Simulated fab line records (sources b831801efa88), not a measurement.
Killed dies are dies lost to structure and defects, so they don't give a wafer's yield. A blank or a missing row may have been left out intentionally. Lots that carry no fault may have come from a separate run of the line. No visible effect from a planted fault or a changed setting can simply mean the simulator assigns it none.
fab line records	flow sky130
record: lots: 5	wafers: 15	last-day: 50
route steps=708 shown POLY_CUT@312 SD_P@320 PAD_OPEN@708
lots untouched by any fault: they come from a run of this same line in which no faults occurred
start-h: start of the lot's first displayed wafer, in hours after the record's first day	wait-h: how many hours have passed since the lot's step before this one	" repeats the value in the row above	L1.1+2: a single row standing in for several wafers	- no value present, or no start provided	* or withheld: withheld	< > ~ a bound
route shown NAME@n: a module of which the file shows steps, and the number in the route of the first	usual: mean/standard deviation of fault-free wafers	same: alike in all rows	chamber/n: place in a boat	sites: each site's reading	_std_site: the standard deviation of these	_edge_site: outer sites' mean less inner sites'	radius-mm: for every site, how far away it sits from the centre of the wafer	mask NAME#n: copy n	behind: the last tool/chamber to shape the wafer	hold: what put the lot on hold/how long, in hours/how the hold closed	device: the n, p or np transistor that did not switch	end of line: at the end of the route, the tests of the same wafers	for a step that has no rows: nothing shown but its recipe	killed: dies that structure and defects cost at the first sort, which is not the same as the wafer's yield	map: per-die view of a wafer (x killed, . not killed, _ where there is no die)
set.NAME: the setting as run; set.NAME@STEP: as run at that earlier step	model.NAME: the simulator's own value behind a step, which no gauge read
a table for each step, a row for each wafer; lots at some steps of the route
services: a tool's chamber out of use, with start hour (start-h, from the record's first day; less than 0 if before it), hours out, and reason
== steps ==
step: SKY_POLY_CUT_EXPOSE_05
recipe: mask-id: NPCM	na: 0.8	source-shape: annular	sigma-inner: 0.55	sigma-outer: 0.85	target-cd-nm: 270	dose-mj: 32
step: SKY_POLY_CUT_PEB_06
recipe: peb-temp-c: withheld	peb-time-s: withheld	resist: KrF-thick
step: SKY_POLY_CUT_DEVELOP_07
recipe: develop-time-s: 60	resist: KrF-thick	dev-temp-c: 21
step: SKY_POLY_CUT_CD_MEAS_08
recipe: target-cd-nm: 270
usual: cd-nm: 270.6/1.4
lot.wafer	tool	chamber	start-h	wait-h	cd-nm
L154.3	cd-sem-01	-	623.58	-	273.6
L154.4	"	-	"	"	272.4
L154.5	"	-	"	"	274.7
L155.1	cd-sem-01	-	626.97	-	271.5
L155.3	"	-	"	"	271.0
L155.4	"	-	"	"	272.1
L164.1	cd-sem-01	-	703.07	-	268.3
L164.2	"	-	"	"	267.6
L164.4	"	-	"	"	269.1
L167.2	cd-sem-01	-	745.69	-	269.7
L167.3	"	-	"	"	268.8
L167.4	"	-	"	"	268.2
L169.1	cd-sem-01	-	749.80	-	273.2
L169.3	"	-	"	"	273.4
L169.5	"	-	"	"	272.9
step: SKY_POLY_CUT_OVL_MEAS_09
usual: POLY_CUT_OVL: 1/6.5
lot.wafer	tool	chamber	start-h	wait-h	POLY_CUT_OVL[nm]
L154.3	overlay-02	-	623.67	0.1	3
L154.4	"	-	"	"	8
L154.5	"	-	"	"	6
L155.1	overlay-02	-	627.09	0.1	-6
L155.3	"	-	"	"	-1
L155.4	"	-	"	"	-7
L164.1	overlay-02	-	703.19	0.1	9
L164.2	"	-	"	"	-7
L164.4	"	-	"	"	10
L167.2	overlay-01	-	745.80	0.1	-8
L167.3	"	-	"	"	-7
L167.4	"	-	"	"	-12
L169.1	overlay-02	-	749.92	0.1	-7
L169.3	"	-	"	"	-8
L169.5	"	-	"	"	-13
step: SKY_POLY_CUT_ETCH_10
recipe: chemistry: N2/H2	target: BARC	ion-energy-ev: 200	source-w: 500	bias-w: 100	pressure-mtorr: 30	n2-flow-sccm: 100	h2-flow-sccm: 200	stop-on: SiO2	time-s: 45.9	target-depth-a: 600
usual: chamber-pressure-mTorr: 30.001/0.028	drypump-motor-current-A: 5.7/0.41	oes-product-au: 0.856/0.0047	throttle-valve-pct: 13.224/0.0095
lot.wafer	tool	chamber	start-h	wait-h	chamber-pressure-mTorr	drypump-motor-current-A	oes-product-au	rf-hours-counter-h	throttle-valve-pct
L154.3	rie-diel-02	2	623.69	0.0	30.026	4.9	0.854	8	13.214
L154.4	"	2	"	"	30.014	4.9	0.855	-	13.232
L154.5	"	1	"	"	30.023	5.5	0.861	-	13.210
L155.1	rie-diel-02	2	627.13	0.0	30.002	4.9	0.859	8	13.242
L155.3	"	1	"	"	30.006	5.5	0.856	5	13.236
L155.4	"	3	"	"	29.970	5.8	0.861	-	13.224
L164.1	rie-diel-02	2	703.23	0.0	29.980	4.9	0.859	10	13.233
L164.2	"	0	"	"	30.011	5.3	0.855	1	13.225
L164.4	"	1	"	"	30.027	5.5	0.862	7	13.225
L167.2	rie-diel-04	1	745.83	0.0	29.986	5.2	0.858	6	13.211
L167.3	"	3	"	"	29.962	6.3	0.862	7	13.222
L167.4	"	2	"	"	30.000	5.8	0.844	1	13.211
L169.1	rie-diel-02	0	749.95	0.0	30.044	5.2	0.852	3	13.230
L169.3	"	3	"	"	29.996	5.8	0.854	22	13.222
L169.5	"	2	"	"	29.991	4.9	0.849	-	13.238
step: SKY_POLY_CUT_ETCH_11
recipe: target: Si3N4	chemistry: CF4/CH2F2/Ar	stop-on: poly-Si	source-w: 600	bias-w: 150	pressure-mtorr: 40	cf4-flow-sccm: 40	ch2f2-flow-sccm: 20	Ar_flow_sccm: 150	time-s: 42.5	target-depth-a: 600
usual: cf4-flow-sccm: 40.01/0.13	chamber-pressure-mTorr: 40.00/0.038	drypump-motor-current-A: 5.7/0.41	oes-product-au: 0.830/0.0065	throttle-valve-pct: 14.996/0.009
lot.wafer	tool	chamber	start-h	wait-h	cf4-flow-sccm	chamber-pressure-mTorr	drypump-motor-current-A	oes-product-au	rf-hours-counter-h	throttle-valve-pct
L154.3	rie-diel-02	2	623.74	0.0	39.93	39.99	4.9	0.823	8	15.003
L154.4	"	2	"	"	40.00	40.04	4.9	0.812	-	15.005
L154.5	"	1	"	"	39.98	39.97	5.5	0.822	-	14.997
L155.1	rie-diel-02	2	627.17	0.0	40.01	39.94	4.9	0.832	8	14.999
L155.3	"	1	"	"	40.09	39.99	5.5	0.826	5	14.990
L155.4	"	3	"	"	40.01	39.98	5.8	0.826	-	15.001
L164.1	rie-diel-02	2	703.27	0.0	40.04	39.98	4.9	0.835	10	14.985
L164.2	"	0	"	"	40.17	39.92	5.3	0.842	1	15.002
L164.4	"	1	"	"	39.90	40.04	5.5	0.835	7	14.976
L167.2	rie-diel-04	1	745.87	0.0	39.99	40.04	5.3	0.836	6	14.989
L167.3	"	3	"	"	40.10	40.00	6.3	0.837	7	14.990
L167.4	"	2	"	"	40.00	39.94	5.7	0.834	1	15.008
L169.1	rie-diel-02	0	749.99	0.0	39.89	39.98	5.3	0.824	3	15.001
L169.3	"	3	"	"	40.00	39.95	5.8	0.834	22	15.001
L169.5	"	2	"	"	39.77	40.00	4.9	0.829	-	14.990
step: SKY_POLY_CUT_STRIP_12
recipe: chemistry: O2/N2	power-w: 1400	pressure-mtorr: 1500	platen-temp-c: withheld	o2-flow-sccm: 3000	n2-flow-sccm: 300	overash-fraction: 0.5
usual: chamber-pressure-mTorr: 1500.0/1.3	drypump-motor-current-A: 5.59/0.3	oes-product-au: 0.453/0.0046	strip-time-to-endpoint-s: 5.360/0.023
lot.wafer	tool	chamber	start-h	wait-h	chamber-pressure-mTorr	drypump-motor-current-A	oes-product-au	rf-hours-counter-h	strip-time-to-endpoint-s
L154.3	plasma-asher-04	0	623.81	0.1	1500.2	5.56	0.450	-	5.328
L154.4	"	1	"	"	1498.9	5.64	0.449	-	5.329
L154.5	"	1	"	"	1499.1	5.61	0.455	-	5.329
L155.1	plasma-asher-04	1	627.21	0.0	1498.7	5.65	0.451	94	5.389
L155.3	"	0	"	"	1497.5	5.51	0.460	-	5.380
L155.4	"	1	"	"	1500.1	5.60	0.454	-	5.366
L164.1	plasma-asher-04	1	703.31	0.0	1500.9	5.56	0.448	102	5.357
L164.2	"	0	"	"	1499.7	5.55	0.454	102	5.354
L164.4	"	1	"	"	1499.3	5.61	0.459	-	5.380
L167.2	plasma-asher-03	1	745.91	0.0	1498.3	6.43	0.460	89	5.372
L167.3	"	1	"	"	1500.5	6.43	0.452	-	5.330
L167.4	"	0	"	"	1499.3	5.35	0.453	-	5.351
L169.1	plasma-asher-02	0	750.03	0.0	1502.2	5.45	0.452	29	5.385
L169.3	"	0	"	"	1502.1	5.46	0.458	-	5.380
L169.5	"	1	"	"	1500.2	5.41	0.448	-	5.360
step: SKY_SD_P_DEHYDRATE_00
recipe: temp-c: 200	time-s: 60
step: SKY_SD_P_HMDS_01
recipe: prime-time-s: 60	prime-temp-c: 120
step: SKY_SD_P_COAT_02
recipe: resist: NOVOLAK	spin-rpm: 3000	resist-thk-nm: 1140
step: SKY_SD_P_SOFTBAKE_03
recipe: temp-c: 90	time-s: 60	resist: NOVOLAK
step: SKY_SD_P_EXPOSE_04
recipe: mask-id: PSDM	na: 0.6	source-shape: conventional	sigma-outer: 0.6	polarization: unpolarized	target-cd-nm: 380	dose-mj: 138
same: na: 0.6	sigma-outer: 0.6
lot.wafer	tool	chamber	start-h	wait-h	mask
L154.3+4+5	iline-stepper-01	0	638.88	-	PSDM#0
L155.1+3+4	iline-stepper-02	0	641.60	-	NSDM#0
L164.1+2+4	iline-stepper-01	0	718.01	-	PSDM#0
L167.2+3+4	iline-stepper-02	0	759.43	-	PSDM#0
L169.1+3+5	iline-stepper-02	0	763.77	-	PSDM#0
step: SKY_SD_P_PEB_05
recipe: temp-c: withheld	time-s: *	resist: NOVOLAK
step: SKY_SD_P_DEVELOP_06
recipe: resist: NOVOLAK	developer: TMAH	develop-time-s: 60	dev-temp-c: 23
step: SKY_SD_P_CD_MEAS_07
recipe: target-cd-nm: 380
usual: cd-nm: 380.0/2.5
lot.wafer	tool	chamber	start-h	wait-h	cd-nm
L154.3	cd-sem-01	-	653.23	0.1	379.6
L154.4	"	-	"	"	376.3
L154.5	"	-	"	"	382.0
L155.1	cd-sem-02	-	656.82	0.1	-
L155.3	"	-	"	"	-
L155.4	"	-	"	"	-
L164.1	cd-sem-01	-	730.76	0.1	379.5
L164.2	"	-	"	"	384.5
L164.4	"	-	"	"	382.4
L167.2	cd-sem-01	-	773.08	0.1	378.4
L167.3	"	-	"	"	377.0
L167.4	"	-	"	"	378.2
L169.1	cd-sem-01	-	778.01	0.1	380.4
L169.3	"	-	"	"	379.5
L169.5	"	-	"	"	381.5
step: SKY_SD_P_OVL_MEAS_08
usual: SD_P_OVL: -0.5/1.4
lot.wafer	tool	chamber	start-h	wait-h	SD_P_OVL[nm]
L154.3	overlay-02	-	653.32	0.1	0.9
L154.4	"	-	"	"	0.0
L154.5	"	-	"	"	1.3
L155.1	overlay-01	-	656.94	0.1	-
L155.3	"	-	"	"	-
L155.4	"	-	"	"	-
L164.1	overlay-01	-	730.88	0.1	-2.4
L164.2	"	-	"	"	-0.3
L164.4	"	-	"	"	-0.7
L167.2	overlay-01	-	773.19	0.1	1.1
L167.3	"	-	"	"	-0.5
L167.4	"	-	"	"	0.3
L169.1	overlay-01	-	778.13	0.1	-2.5
L169.3	"	-	"	"	-1.5
L169.5	"	-	"	"	-0.9
step: SKY_SD_P_IMPLANT_09
recipe: species: BF2	energy-kev: 20	dose-cm2: 3e+15	tilt-deg: 0
step: SKY_SD_P_STRIP_10
recipe: chemistry: O2/N2	power-w: 1400	pressure-mtorr: 1500	platen-temp-c: withheld	o2-flow-sccm: 3000	n2-flow-sccm: 300	overash-fraction: 0.5
usual: chamber-pressure-mTorr: 1500/3.6	drypump-motor-current-A: 5.9/0.52	oes-product-au: 0.618/0.0044	strip-time-to-endpoint-s: 17.50/0.039
lot.wafer	tool	chamber	start-h	wait-h	chamber-pressure-mTorr	drypump-motor-current-A	oes-product-au	rf-hours-counter-h	strip-time-to-endpoint-s
L154.3	plasma-asher-01	0	653.53	0.1	1498	6.4	0.620	-	17.51
L154.4	"	1	"	"	1501	6.4	0.623	-	17.56
L154.5	"	1	"	"	1501	6.5	0.627	-	17.51
L155.1	plasma-asher-03	0	657.13	0.1	1500	5.4	0.610	80	17.45
L155.3	"	0	"	"	1500	5.4	0.618	-	17.48
L155.4	"	1	"	"	1500	6.4	0.614	-	17.47
L164.1	plasma-asher-02	0	731.07	0.1	1501	5.5	0.611	27	17.50
L164.2	"	1	"	"	1502	5.4	0.619	27	17.48
L164.4	"	0	"	"	1499	5.5	0.615	-	17.52
L167.2	plasma-asher-02	1	773.37	0.1	1499	5.4	0.619	32	17.53
L167.3	"	1	"	"	1501	5.4	0.624	-	17.53
L167.4	"	0	"	"	1500	5.4	0.624	-	17.48
L169.1	plasma-asher-02	0	778.32	0.1	1501	5.4	0.615	32	17.52
L169.3	"	0	"	"	1501	5.5	0.615	-	17.53
L169.5	"	0	"	"	1459	5.4	0.622	-	17.54
step: SKY_SD_P_TW_MEAS_11
usual: SD_P_TW: 2850/10
lot.wafer	tool	chamber	start-h	wait-h	hold	SD_P_TW
L154.3	film-metro-04	-	653.61	0.1	-	2855
L154.4	"	-	"	"	-	2841
L154.5	"	-	"	"	-	2852
L155.1	film-metro-04	-	657.23	0.1	await-dispo/0.2h/release	30
L155.3	"	-	"	"	await-dispo/0.2h/release	30
L155.4	"	-	"	"	await-dispo/0.2h/release	30
L155.1	film-metro-04	-	657.53	0.3	-	30
L155.3	"	-	"	"	-	30
L155.4	"	-	"	"	-	30
L164.1	film-metro-02	-	731.17	0.1	-	2847
L164.2	"	-	"	"	-	2853
L164.4	"	-	"	"	-	2854
L167.2	film-metro-04	-	773.48	0.1	-	2861
L167.3	"	-	"	"	-	2850
L167.4	"	-	"	"	-	2848
L169.1	film-metro-02	-	778.42	0.1	-	2841
L169.3	"	-	"	"	-	2837
L169.5	"	-	"	"	-	2852
step: SKY_PAD_OPEN_PROBE_99
usual: defect-limited-yield: 82.4/1.8	killed_at_M0_to_M3: 43/6.6	killed_at_M4_up: 3.1/1.9	killed-at-contacts: 24/5.2	killed-at-front-end: 16/4.5	killed-at-other: 0.4/0.62	killed-dies: 87/9	killed-open: 48/7	killed-short: 39/6.2	sort_bin_3_pad_short: 0.9/0.44	sort_bin_5_function: 10.3/1.3	sort_bin_6_memory: 6.5/1.1	sort-n-pass: 405/9	sort-yield-pct: 82.4/1.8
same: gross-dies: 492	killed-at-back-side: 0	sort_bin_4_leakage[%]: 0	sort_bin_8_speed[%]: 0
lot.wafer	tool	chamber	start-h	wait-h	defect-limited-yield[%]	killed_at_M0_to_M3	killed_at_M4_up	killed-at-contacts	killed-at-front-end	killed-at-other	killed-dies	killed-open	killed-short	sort_bin_3_pad_short[%]	sort_bin_5_function[%]	sort_bin_6_memory[%]	sort-n-pass	sort-yield-pct[%]
L154.3	prober-01	-	1129.44	0.2	80.1	49	3	32	14	0	98	58	40	0.8	12.0	7.1	394	80.1
L154.4	prober-01	-	1129.49	0.2	81.9	42	1	36	10	0	89	51	38	1.2	10.0	6.9	403	81.9
L154.5	prober-01	-	1129.54	0.2	81.1	47	2	22	21	1	93	50	43	1.8	10.0	7.1	399	81.1
L164.1	prober-02	-	1183.17	0.1	85.0	34	4	18	18	0	74	45	29	0.8	10.0	4.3	418	85.0
L164.2	prober-02	-	1183.22	0.1	82.5	38	5	29	13	1	86	51	34	0.6	10.8	6.1	406	82.5
L164.4	prober-02	-	1183.32	0.2	82.5	44	1	23	18	0	86	54	32	0	11.0	6.5	406	82.5
L167.2	prober-01	-	1207.18	0.1	86.6	31	4	18	12	1	66	35	31	0	7.3	6.1	426	86.6
L167.3	prober-01	-	1207.23	0.2	87.2	37	1	11	14	0	63	37	24	0.8	7.9	4.1	429	87.2
L167.4	prober-01	-	1207.28	0.2	81.7	54	6	20	10	0	90	41	48	1.0	8.1	9.1	402	81.7
L169.1	prober-01	-	1211.60	0.1	82.3	48	5	19	14	1	87	46	41	1.2	9.6	6.9	405	82.3
L169.3	prober-01	-	1211.70	0.2	80.7	52	5	28	9	1	95	58	37	1.4	12.2	5.7	397	80.7
L169.5	prober-01	-	1211.80	0.2	81.7	44	1	28	17	0	90	51	39	0.6	12.2	5.5	402	81.7
killed by level:class
L154.3 CONTACT:geometric-particle:open=14 VIA1:geometric-particle:open=9 LI_CONTACT:geometric-particle:open=8 VIA2:geometric-particle:open=8 VIA1:geometric-particle:short=7 FIELD_ISO:geometric-particle:short=5 VIA3:geometric-particle:open=5 LOCAL_INTERCONNECT:geometric-particle:short=5
L154.4 LI_CONTACT:geometric-particle:open=12 CONTACT:geometric-particle:open=8 VIA1:geometric-particle:open=8 LOCAL_INTERCONNECT:geometric-particle:open=6 CONTACT:geometric-particle:short=6 VIA2:geometric-particle:short=6 METAL1:geometric-particle:short=5 VIA1:geometric-particle:short=5
L154.5 VIA1:geometric-particle:open=11 VIA2:geometric-particle:open=10 LI_CONTACT:geometric-particle:open=7 CONTACT:geometric-particle:open=6 VIA1:geometric-particle:short=6 FIELD_ISO:geometric-particle:short=5 POLY_GATE:geometric-particle:open=4 CONTACT:geometric-particle:short=4
L164.1 METAL1:geometric-particle:short=8 VIA2:geometric-particle:open=7 POLY_GATE:geometric-particle:open=7 LI_CONTACT:geometric-particle:open=7 CONTACT:geometric-particle:open=6 VIA1:geometric-particle:short=5 FIELD_ISO:geometric-particle:open=5 SPACER:geometric-particle:open=3
L164.2 VIA1:geometric-particle:open=12 LI_CONTACT:geometric-particle:open=10 CONTACT:geometric-particle:open=7 VIA2:geometric-particle:open=6 CONTACT:geometric-particle:short=5 METAL2:geometric-particle:short=5 FIELD_ISO:geometric-particle:open=4 POLY_GATE:geometric-particle:open=4
L164.4 VIA2:geometric-particle:open=10 CONTACT:geometric-particle:open=8 POLY_GATE:geometric-particle:open=7 LI_CONTACT:geometric-particle:open=7 VIA1:geometric-particle:open=6 VIA3:geometric-particle:open=6 FIELD_ISO:geometric-particle:short=5 METAL1:geometric-particle:short=4
L167.2 VIA1:geometric-particle:open=8 VIA2:geometric-particle:open=7 CONTACT:geometric-particle:open=6 METAL2:geometric-particle:short=5 LI_CONTACT:geometric-particle:open=4 POLY_GATE:geometric-particle:short=3 LOCAL_INTERCONNECT:geometric-particle:short=3 VIA1:geometric-particle:short=3
L167.3 VIA1:geometric-particle:open=8 VIA1:geometric-particle:short=6 VIA3:geometric-particle:open=6 VIA2:geometric-particle:open=5 POLY_GATE:geometric-particle:short=4 LI_CONTACT:geometric-particle:open=4 CONTACT:geometric-particle:open=4 METAL2:geometric-particle:short=4
L167.4 METAL2:geometric-particle:short=11 LI_CONTACT:geometric-particle:open=7 CONTACT:geometric-particle:open=7 VIA1:geometric-particle:short=7 VIA1:geometric-particle:open=7 VIA2:geometric-particle:open=6 METAL4:geometric-particle:short=5 METAL3:geometric-particle:short=5
L169.1 VIA1:geometric-particle:open=15 METAL2:geometric-particle:short=10 CONTACT:geometric-particle:short=6 LI_CONTACT:geometric-particle:open=6 METAL1:geometric-particle:short=6 CONTACT:geometric-particle:open=5 VIA3:geometric-particle:open=5 POLY_GATE:geometric-particle:open=4
L169.3 VIA1:geometric-particle:open=19 CONTACT:geometric-particle:open=9 METAL2:geometric-particle:short=8 LI_CONTACT:geometric-particle:open=7 VIA3:geometric-particle:open=6 VIA1:geometric-particle:short=6 CONTACT:geometric-particle:short=5 LI_CONTACT:geometric-particle:short=3
L169.5 VIA1:geometric-particle:open=16 CONTACT:geometric-particle:open=8 LI_CONTACT:geometric-particle:open=7 VIA1:geometric-particle:short=6 FIELD_ISO:geometric-particle:short=5 CONTACT:geometric-particle:short=5 POLY_GATE:geometric-particle:short=4 METAL1:geometric-particle:short=4
== services ==
tool	chamber	start-h	hours	kind
rie-diel-02	0	621.62	-	clean
rie-diel-02	0	621.62	17.9	scheduled-down
rie-diel-02	0	621.62	17.9	vent-cycle
iline-stepper-02	-	633.71	1.7	pm
plasma-asher-01	-	638.94	0.8	repair
plasma-asher-02	-	655.33	14.6	pm
rie-diel-04	0	656.28	6.3	repair
rie-diel-04	2	671.68	3.4	repair
iline-stepper-01	-	678.20	20.0	repair
rie-diel-02	1	684.31	14.2	repair
iline-stepper-01	0	689.40	-	calibration
rie-diel-04	2	690.74	-	clean
rie-diel-02	0	700.05	1.7	repair
plasma-asher-04	-	710.14	1.0	repair
rie-diel-04	-	712.04	0.5	repair
rie-diel-02	-	712.89	1.4	repair
plasma-asher-04	-	733.75	9.0	pm
plasma-asher-04	0	733.75	9.0	vent-cycle
plasma-asher-04	1	733.75	9.0	vent-cycle
plasma-asher-04	0	742.75	-	clean
plasma-asher-04	1	742.75	-	clean
rie-diel-04	2	746.10	5.6	repair
plasma-asher-03	-	762.55	14.6	pm
plasma-asher-01	-	769.49	1.9	repair
== key ==
first-sign: step: SKY_SD_P_EXPOSE_04	reading: mask	direction: changed
effect: step: SKY_SD_P_CD_MEAS_07	reading: cd-nm	direction: missing
effect: step: SKY_SD_P_OVL_MEAS_08	reading: SD_P_OVL	direction: missing
effect: step: SKY_SD_P_TW_MEAS_11	reading: visit	direction: added
effect: step: SKY_SD_P_TW_MEAS_11	reading: SD_P_TW	direction: down	sigmas: 99+	usual: 2850	struck: 30
met-at SKY_SD_P_EXPOSE_04
struck-wafers L155.1,L155.3,L155.4
scrapped-behind SKY_SD_P_TW_MEAS_11 L155.1,L155.3,L155.4
fault: kind: wrong-mask	tool: any	chamber: -	onset-h: 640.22	steps: SKY_SD_P_EXPOSE_04	aux-copy: NSDM#0	scope: struck-lots-only
